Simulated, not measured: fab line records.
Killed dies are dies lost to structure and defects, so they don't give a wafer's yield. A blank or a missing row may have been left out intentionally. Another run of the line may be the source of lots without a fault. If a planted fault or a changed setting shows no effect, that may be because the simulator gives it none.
fab line records -- flow sky130
record: lots: 7, wafers: 19, last-day: 50
route steps=708 shown METAL2@495 VIA2@507
lots with no fault: from the same line, run without faults
start-h: hours from the record's opening day to when the first of the lot's shown wafers began -- wait-h: hours elapsed since this lot's preceding step -- " same as the row above -- L1.1+2: a single row standing in for several wafers -- - no value, or no start was given -- * or withheld: withheld -- < > ~ a bound
route shown NAME@n: NAME is a module with steps in the file, n the number in the route of the first one -- usual: mean/standard deviation of fault-free wafers -- same: alike in all rows -- chamber/n: place in a boat -- sites: per-site readings -- _std_site: the values' standard deviation -- _edge_site: outer sites' mean less inner sites' -- radius-mm: for every site, how far away it sits from the centre of the wafer -- mask NAME#n: copy n -- behind: the last tool/chamber to shape the wafer -- hold: reason for holding the lot/hours on hold/outcome of the hold -- device: which transistor (n, p or np) failed to switch -- end of line: tests run on the same wafers once the route is complete -- where a step has no rows: the recipe by itself -- killed: the dies lost at the first sort to structure and to defects; this is not the yield of the wafer -- map: the dies of a wafer, with x for killed, . for not killed, _ for no die there
set.NAME: the setting as run; set.NAME@STEP: as run at that earlier step -- model.NAME: the simulator's own value behind a step, which no gauge read
lots at selected steps of the route; one table per step, one row per wafer
services: when a tool's chamber went out of use (start-h, in hours from the record's first day, below 0 if earlier), for how many hours, and the reason
== steps ==
step: SKY_METAL2_EXPOSE_12
recipe: mask-id: MM2, na: 0.8, source-shape: annular, sigma-inner: 0.55, sigma-outer: 0.85, target-cd-nm: 140, dose-mj: 28
step: SKY_METAL2_PEB_13
recipe: peb-temp-c: withheld, peb-time-s: withheld, resist: KrF-thick
step: SKY_METAL2_DEVELOP_14
recipe: develop-time-s: 60, resist: KrF-thick, dev-temp-c: 21
step: SKY_METAL2_CD_MEAS_15
recipe: target-cd-nm: 140
usual: cd-nm: 139.6/1.5
lot.wafer,tool,chamber,start-h,wait-h,cd-nm
L396.1,cd-sem-01,-,875.95,-,138.1
L396.5,cd-sem-01,-,875.95,-,140.0
L396.6,cd-sem-01,-,875.95,-,138.7
L399.1,cd-sem-01,-,894.25,-,142.8
L399.4,cd-sem-01,-,894.25,-,143.8
L399.5,cd-sem-01,-,894.25,-,143.1
L405.3,cd-sem-01,-,941.82,-,138.2
L405.4,cd-sem-01,-,941.82,-,138.0
L406.3,cd-sem-01,-,948.17,-,138.4
L406.5,cd-sem-01,-,948.17,-,138.4
L407.2,cd-sem-01,-,953.02,-,141.8
L407.3,cd-sem-01,-,953.02,-,140.7
L407.4,cd-sem-01,-,953.02,-,139.4
L409.2,cd-sem-01,-,967.60,-,137.0
L409.5,cd-sem-01,-,967.60,-,137.4
L409.6,cd-sem-01,-,967.60,-,138.3
L411.2,cd-sem-02,-,981.77,-,139.8
L411.3,cd-sem-02,-,981.77,-,139.3
L411.5,cd-sem-02,-,981.77,-,139.9
step: SKY_METAL2_OVL_MEAS_16
usual: METAL2_OVL: 3/5.5
lot.wafer,tool,chamber,start-h,wait-h,METAL2_OVL[nm]
L396.1,overlay-02,-,876.07,0.1,2
L396.5,overlay-02,-,876.07,0.1,5
L396.6,overlay-02,-,876.07,0.1,1
L399.1,overlay-01,-,894.37,0.1,1
L399.4,overlay-01,-,894.37,0.1,6
L399.5,overlay-01,-,894.37,0.1,5
L405.3,overlay-01,-,941.91,0.1,6
L405.4,overlay-01,-,941.91,0.1,3
L406.3,overlay-02,-,948.26,0.1,9
L406.5,overlay-02,-,948.26,0.1,15
L407.2,overlay-02,-,953.12,0.1,8
L407.3,overlay-02,-,953.12,0.1,13
L407.4,overlay-02,-,953.12,0.1,19
L409.2,overlay-02,-,967.71,0.1,5
L409.5,overlay-02,-,967.71,0.1,14
L409.6,overlay-02,-,967.71,0.1,8
L411.2,overlay-02,-,981.88,0.1,-1
L411.3,overlay-02,-,981.88,0.1,-2
L411.5,overlay-02,-,981.88,0.1,-1
step: SKY_METAL2_DESCUM_17
recipe: chemistry: O2, source-power-w: 150, bias-power-w: 0, pressure-mtorr: 10, temp-c: 40, time-s: 8
usual: chamber-pressure-mTorr: 10.000/0.0083, drypump-motor-current-A: 5.8/0.5, oes-product-au: 0.999/0.0073, temp-c: 40.00/0.11
lot.wafer,tool,chamber,start-h,wait-h,chamber-pressure-mTorr,drypump-motor-current-A,oes-product-au,rf-hours-counter-h,temp-c
L396.1,rie-metal-01,0,876.11,0.0,10.003,5.7,1.008,5,39.96
L396.5,rie-metal-01,0,876.11,0.0,9.995,5.7,1.008,-,40.08
L396.6,rie-metal-01,1,876.11,0.0,10.000,6.5,0.990,-,39.91
L399.1,rie-metal-02,0,894.40,0.0,9.999,5.0,0.985,6,39.90
L399.4,rie-metal-02,0,894.40,0.0,10.005,5.0,1.002,-,40.00
L399.5,rie-metal-02,1,894.40,0.0,10.001,5.4,0.999,-,40.04
L405.3,rie-metal-04,0,941.95,0.0,10.004,6.1,1.002,-,39.87
L405.4,rie-metal-04,1,941.95,0.0,9.991,5.3,1.006,-,40.12
L406.3,rie-metal-04,0,948.30,0.0,9.996,6.2,1.006,-,40.09
L406.5,rie-metal-04,1,948.30,0.0,9.998,5.3,0.997,-,40.00
L407.2,rie-metal-04,1,953.15,0.0,10.005,5.3,1.009,16,39.89
L407.3,rie-metal-04,0,953.15,0.0,10.007,6.2,1.001,-,39.92
L407.4,rie-metal-04,1,953.15,0.0,9.996,5.3,1.003,-,39.78
L409.2,rie-metal-01,0,967.74,0.0,9.993,5.7,1.006,11,39.99
L409.5,rie-metal-01,0,967.74,0.0,9.995,5.7,1.012,-,39.87
L409.6,rie-metal-01,1,967.74,0.0,9.999,6.5,0.987,-,39.92
L411.2,rie-metal-02,0,981.91,0.0,9.986,5.1,1.006,11,39.93
L411.3,rie-metal-02,1,981.91,0.0,9.997,5.5,0.999,-,39.98
L411.5,rie-metal-02,0,981.91,0.0,10.015,5.1,1.004,-,40.00
step: SKY_METAL2_ETCH_18
recipe: chemistry: N2/H2, target: BARC, ion-energy-ev: 200, bias-w: 100, pressure-mtorr: 30, n2-flow-sccm: 100, h2-flow-sccm: 200, icp-w: 500, stop-on: SiO2, time-s: 45.9, target-depth-a: 600
usual: bias-w: 100.03/0.27, chamber-pressure-mTorr: 30.002/0.026, drypump-motor-current-A: 5.8/0.5, n2-flow-sccm: 100.0/0.32, oes-product-au: 0.856/0.0042, throttle-valve-pct: 13.225/0.0091
lot.wafer,tool,chamber,start-h,wait-h,bias-w,chamber-pressure-mTorr,drypump-motor-current-A,n2-flow-sccm,oes-product-au,rf-hours-counter-h,throttle-valve-pct
L396.1,rie-metal-01,0,876.14,0.0,99.58,30.030,5.7,100.5,0.855,5,13.222
L396.5,rie-metal-01,0,876.14,0.0,99.52,29.994,5.7,100.2,0.856,-,13.218
L396.6,rie-metal-01,1,876.14,0.0,100.04,30.014,6.5,100.0,0.855,-,13.237
L399.1,rie-metal-02,0,894.43,0.0,100.16,29.985,5.0,99.7,0.858,6,13.231
L399.4,rie-metal-02,0,894.43,0.0,100.15,30.047,5.0,99.9,0.848,-,13.206
L399.5,rie-metal-02,1,894.43,0.0,100.00,29.992,5.4,100.0,0.854,-,13.243
L405.3,rie-metal-04,0,941.99,0.0,99.76,30.008,6.1,100.1,0.853,-,13.225
L405.4,rie-metal-04,1,941.99,0.0,100.73,30.047,5.3,100.0,0.856,-,13.218
L406.3,rie-metal-04,0,948.34,0.0,99.85,30.021,6.2,100.4,0.857,-,13.239
L406.5,rie-metal-04,1,948.34,0.0,100.30,30.045,5.3,100.3,0.852,-,13.218
L407.2,rie-metal-04,1,953.19,0.0,100.11,29.977,5.3,100.0,0.856,16,13.241
L407.3,rie-metal-04,0,953.19,0.0,100.13,30.020,6.1,100.1,0.854,-,13.221
L407.4,rie-metal-04,1,953.19,0.0,99.98,29.974,5.3,100.3,0.853,-,13.222
L409.2,rie-metal-01,0,967.77,0.0,99.99,29.985,5.7,99.4,0.846,11,13.217
L409.5,rie-metal-01,0,967.77,0.0,100.33,29.995,5.7,99.3,0.854,-,13.208
L409.6,rie-metal-01,1,967.77,0.0,99.68,30.033,6.5,99.8,0.856,-,13.213
L411.2,rie-metal-02,0,981.94,0.0,99.68,29.978,5.1,100.0,0.859,11,13.235
L411.3,rie-metal-02,1,981.94,0.0,99.87,29.939,5.4,99.2,0.863,-,13.217
L411.5,rie-metal-02,0,981.94,0.0,99.87,29.987,5.0,100.0,0.857,-,13.232
step: SKY_METAL2_METAL_ETCH_19
recipe: target-depth-a: 3600, stop-on: SiO2, over-etch-frac: 0.3, time-s: 78, chemistry: Cl2/BCl3, resist-sidewall-deg: 88, pressure-mtorr: 10, icp-w: 900, bias-w: 48.5, Cl2_flow_sccm: 60, bcl3-flow-sccm: 30
usual: bias-w: 48.46/0.15, chamber-pressure-mTorr: 10.000/0.0098, drypump-motor-current-A: 5.8/0.49, oes-product-au: 0.854/0.005, throttle-valve-pct: 22.264/0.01
lot.wafer,tool,chamber,start-h,wait-h,bias-w,chamber-pressure-mTorr,drypump-motor-current-A,oes-product-au,rf-hours-counter-h,throttle-valve-pct
L396.1,rie-metal-01,0,876.20,0.0,48.62,10.002,5.7,0.864,5,22.274
L396.5,rie-metal-01,0,876.20,0.0,48.38,9.988,5.6,0.852,-,22.261
L396.6,rie-metal-01,1,876.20,0.0,48.50,10.007,6.5,0.855,-,22.255
L399.1,rie-metal-02,0,894.50,0.0,48.49,9.988,5.0,0.857,6,22.258
L399.4,rie-metal-02,0,894.50,0.0,48.62,10.018,5.0,0.850,-,22.279
L399.5,rie-metal-02,1,894.50,0.0,48.60,9.991,5.4,0.852,-,22.269
L405.3,rie-metal-04,0,942.06,0.1,48.49,9.986,6.2,0.850,-,22.272
L405.4,rie-metal-04,1,942.06,0.1,48.62,9.977,5.3,0.853,-,22.263
L406.3,rie-metal-04,0,948.41,0.1,48.41,9.995,6.1,0.858,-,22.267
L406.5,rie-metal-04,1,948.41,0.1,48.54,9.996,5.3,0.851,-,22.278
L407.2,rie-metal-04,1,953.25,0.0,48.73,10.013,5.3,0.846,16,22.258
L407.3,rie-metal-04,0,953.25,0.0,48.59,9.983,6.2,0.857,-,22.247
L407.4,rie-metal-04,1,953.25,0.0,48.48,9.992,5.3,0.851,-,22.272
L409.2,rie-metal-01,0,967.83,0.0,48.54,10.001,5.7,0.853,11,22.263
L409.5,rie-metal-01,0,967.83,0.0,48.54,9.996,5.7,0.846,-,22.258
L409.6,rie-metal-01,1,967.83,0.0,48.59,9.991,6.5,0.848,-,22.270
L411.2,rie-metal-02,0,982.00,0.0,48.59,10.013,5.0,0.854,11,22.266
L411.3,rie-metal-02,1,982.00,0.0,48.43,10.000,5.4,0.855,-,22.269
L411.5,rie-metal-02,0,982.00,0.0,48.60,10.007,5.0,0.859,-,22.247
step: SKY_METAL2_STRIP_20
recipe: chemistry: O2/N2, power-w: 1400, pressure-mtorr: 1500, platen-temp-c: withheld, o2-flow-sccm: 3000, n2-flow-sccm: 300, overash-fraction: 0.5
usual: chamber-pressure-mTorr: 1500.2/1.3, drypump-motor-current-A: 5.8/0.58, n2-flow-sccm: 299.8/1.1, oes-product-au: 0.343/0.0046, strip-time-to-endpoint-s: 2.71/0.036
lot.wafer,tool,chamber,start-h,wait-h,chamber-pressure-mTorr,drypump-motor-current-A,n2-flow-sccm,oes-product-au,rf-hours-counter-h,strip-time-to-endpoint-s
L396.1,plasma-asher-01,1,876.29,0.1,1499.4,6.0,298.8,0.342,45,2.63
L396.5,plasma-asher-01,1,876.29,0.1,1500.1,6.0,297.9,0.339,-,2.66
L396.6,plasma-asher-01,0,876.29,0.1,1497.3,6.6,299.4,0.348,-,2.72
L399.1,plasma-asher-04,1,894.59,0.1,1502.4,5.3,299.9,0.344,107,2.68
L399.4,plasma-asher-04,1,894.59,0.1,1501.3,5.3,300.5,0.340,-,2.71
L399.5,plasma-asher-04,1,894.59,0.1,1500.9,5.3,299.9,0.347,-,2.71
L405.3,plasma-asher-01,0,942.16,0.1,1501.6,6.6,299.3,0.340,-,2.71
L405.4,plasma-asher-01,1,942.16,0.1,1501.3,6.0,298.0,0.332,-,2.69
L406.3,plasma-asher-01,0,948.51,0.1,1499.0,6.6,303.1,0.344,-,2.75
L406.5,plasma-asher-01,1,948.51,0.1,1500.1,6.0,300.6,0.344,-,2.72
L407.2,plasma-asher-04,1,953.34,0.1,1499.2,5.3,298.0,0.344,113,2.71
L407.3,plasma-asher-04,0,953.34,0.1,1499.2,5.0,300.5,0.344,-,2.73
L407.4,plasma-asher-04,1,953.34,0.1,1498.4,5.3,299.4,0.347,-,2.70
L409.2,plasma-asher-02,1,967.92,0.1,1498.9,5.4,300.1,0.341,23,2.73
L409.5,plasma-asher-02,1,967.92,0.1,1500.3,5.4,301.3,0.347,-,2.68
L409.6,plasma-asher-02,0,967.92,0.1,1500.2,5.6,298.5,0.350,-,2.73
L411.2,plasma-asher-04,0,982.09,0.1,1501.3,5.0,300.3,0.344,116,2.74
L411.3,plasma-asher-04,0,982.09,0.1,1498.5,5.0,300.3,0.345,-,2.73
L411.5,plasma-asher-04,0,982.09,0.1,1500.7,5.0,299.9,0.348,-,2.75
step: SKY_METAL2_STRIP_21
recipe: chemistry: post-etch-residue-remover, time-s: 1200, temp-c: 72.5
step: SKY_METAL2_CLEAN_22
recipe: chemistry: IPA, time-s: 180, temp-c: 25
step: SKY_METAL2_CLEAN_23
recipe: chemistry: O3/DIW, dry: n2-spin
step: SKY_VIA2_HDPCVD_00
recipe: material: SiO2, target-thk-nm: 1180, sigma-open-frac: 0.3, time-s: 196.7, temp-c: 400, sih4-flow-sccm: 60, pressure-mtorr: 6
usual: run-length-s: 224.9/0.34
lot.wafer,tool,chamber,start-h,wait-h,run-length-s,model.SiO2_of_VIA2_HDPCVD_00.thk-nm
L396.1,hdpcvd-01,1,876.92,0.0,224.5,1173
L396.5,hdpcvd-01,1,876.92,0.0,225.1,1168
L396.6,hdpcvd-01,2,876.92,0.0,225.1,1163
L399.1,hdpcvd-02,0,895.18,0.0,225.5,1182
L399.4,hdpcvd-02,1,895.18,0.0,224.9,1185
L399.5,hdpcvd-02,0,895.18,0.0,224.9,1186
L405.3,hdpcvd-02,0,942.72,0.0,175.3,891.9
L405.4,hdpcvd-02,0,942.72,0.0,175.2,893
L406.3,hdpcvd-02,2,949.06,0.0,175.7,902.3
L406.5,hdpcvd-02,1,949.06,0.0,225.0,1191
L407.2,hdpcvd-02,2,953.93,0.0,224.5,1200
L407.3,hdpcvd-02,0,953.93,0.0,175.7,873.5
L407.4,hdpcvd-02,0,953.93,0.0,175.9,890.2
L409.2,hdpcvd-01,0,968.52,0.0,224.9,1173
L409.5,hdpcvd-01,1,968.52,0.0,224.7,1174
L409.6,hdpcvd-01,2,968.52,0.0,224.6,1166
L411.2,hdpcvd-01,1,982.68,0.0,224.9,1176
L411.3,hdpcvd-01,0,982.68,0.0,225.0,1179
L411.5,hdpcvd-01,0,982.68,0.0,224.9,1168
step: SKY_VIA2_THK_MEAS_01
recipe: reads: SiO2_of_VIA2_HDPCVD_00
usual: VIA2_HDPCVD_THK: 1181/11
lot.wafer,tool,chamber,start-h,wait-h,VIA2_HDPCVD_THK[nm]
L396.1,film-metro-04,-,877.05,0.1,1173
L396.5,film-metro-04,-,877.05,0.1,1168
L396.6,film-metro-04,-,877.05,0.1,1164
L399.1,film-metro-02,-,895.37,0.1,1181
L399.4,film-metro-02,-,895.37,0.1,1185
L399.5,film-metro-02,-,895.37,0.1,1186
L405.3,film-metro-02,-,942.86,0.1,892
L405.4,film-metro-02,-,942.86,0.1,893
L406.3,film-metro-04,-,949.21,0.1,902
L406.5,film-metro-04,-,949.21,0.1,1191
L407.2,film-metro-02,-,954.07,0.1,1200
L407.3,film-metro-02,-,954.07,0.1,873
L407.4,film-metro-02,-,954.07,0.1,890
L409.2,film-metro-01,-,968.66,0.1,1174
L409.5,film-metro-01,-,968.66,0.1,1175
L409.6,film-metro-01,-,968.66,0.1,1167
L411.2,film-metro-02,-,982.82,0.1,1176
L411.3,film-metro-02,-,982.82,0.1,1178
L411.5,film-metro-02,-,982.82,0.1,1167
step: SKY_VIA2_CMP_02
recipe: material: SiO2, down-force-psi: 4, platen-rpm: 60, pad-velocity-m-s: 0.94248
usual: motor-current-A: 12.5/0.96, slurry-filter-dp-kPa: 13.49/0.14, slurry-flow-ml-min: 150.0/0.41
lot.wafer,tool,chamber,start-h,wait-h,motor-current-A,slurry-filter-dp-kPa,slurry-flow-ml-min
L396.1,cmp-01,0,877.16,0.1,12.7,13.80,149.7
L396.6,cmp-01,3,877.16,0.1,12.0,13.63,150.5
L396.5,cmp-01,0,877.16,0.1,13.5,13.57,150.0
L399.1,cmp-01,3,895.43,0.1,12.3,13.47,149.8
L399.4,cmp-01,2,895.43,0.1,11.4,13.46,150.5
L399.5,cmp-01,0,895.43,0.1,13.6,13.57,149.9
L405.3,cmp-01,1,943.13,0.3,12.5,13.54,150.5
L405.4,cmp-01,2,943.13,0.3,12.1,13.66,150.2
L406.3,cmp-02,0,949.30,0.1,10.9,13.63,150.2
L406.5,cmp-02,0,949.30,0.1,11.6,13.49,150.7
L407.3,cmp-01,3,954.12,0.0,12.2,13.31,149.9
L407.4,cmp-01,1,954.12,0.0,12.9,13.77,150.4
L407.2,cmp-01,2,954.12,0.0,11.7,13.38,149.9
L409.2,cmp-02,0,968.81,0.1,11.4,13.48,150.2
L409.6,cmp-02,2,968.81,0.1,13.3,13.50,150.5
L409.5,cmp-02,3,968.81,0.1,13.1,13.61,151.1
L411.2,cmp-01,1,983.36,0.5,12.8,13.57,149.6
L411.3,cmp-01,3,983.36,0.5,12.2,13.37,149.9
L411.5,cmp-01,0,983.36,0.5,13.5,13.41,150.0
== services ==
tool,chamber,start-h,hours,kind
cmp-02,-,858.63,2.8,repair
rie-metal-02,1,866.53,-,clean
rie-metal-02,1,866.53,15.4,scheduled-down
rie-metal-02,1,866.53,15.4,vent-cycle
rie-metal-01,1,877.61,-,clean
rie-metal-01,1,877.61,14.5,scheduled-down
rie-metal-01,1,877.61,14.5,vent-cycle
cmp-02,-,879.40,0.7,repair
plasma-asher-01,-,882.03,5.1,repair
cmp-02,-,885.99,1.0,repair
hdpcvd-02,2,887.04,15.1,repair
cmp-02,-,912.29,4.0,pm
hdpcvd-02,-,916.83,1.4,repair
cmp-01,-,938.14,0.5,repair
plasma-asher-04,-,939.21,2.8,pm
hdpcvd-01,-,950.25,15.0,pm
hdpcvd-01,0,950.25,15.0,vent-cycle
hdpcvd-01,1,950.25,15.0,vent-cycle
cmp-02,-,957.93,1.7,repair
cmp-02,-,958.45,1.7,repair
plasma-asher-01,-,960.13,15.8,pm
cmp-01,-,972.55,0.3,repair
cmp-02,-,982.22,1.4,repair
cmp-01,-,982.47,0.2,repair
== key ==
first-sign: step: SKY_VIA2_HDPCVD_00, reading: run-length-s, direction: down, sigmas: 99+, usual: *, struck: *
effect: step: SKY_VIA2_THK_MEAS_01, reading: VIA2_HDPCVD_THK, direction: down, sigmas: 26, usual: 1181, struck: 890
model-effect: step: SKY_VIA2_HDPCVD_00, value: SiO2_of_VIA2_HDPCVD_00.thk-nm, without: 1188, struck: 890.2
met-at SKY_VIA2_HDPCVD_00
struck-wafers L405.3,L405.4,L406.3,L407.3,L407.4
onset-between 895.18 942.72
fault: kind: process-parameter-drift, tool: hdpcvd-02, chamber: -, onset-h: 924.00, steps: SKY_VIA2_HDPCVD_00, channel: time-s, offset: *, shape: step, end-h: 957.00, scope: struck-wafers-only, acts-in: *, stated: *
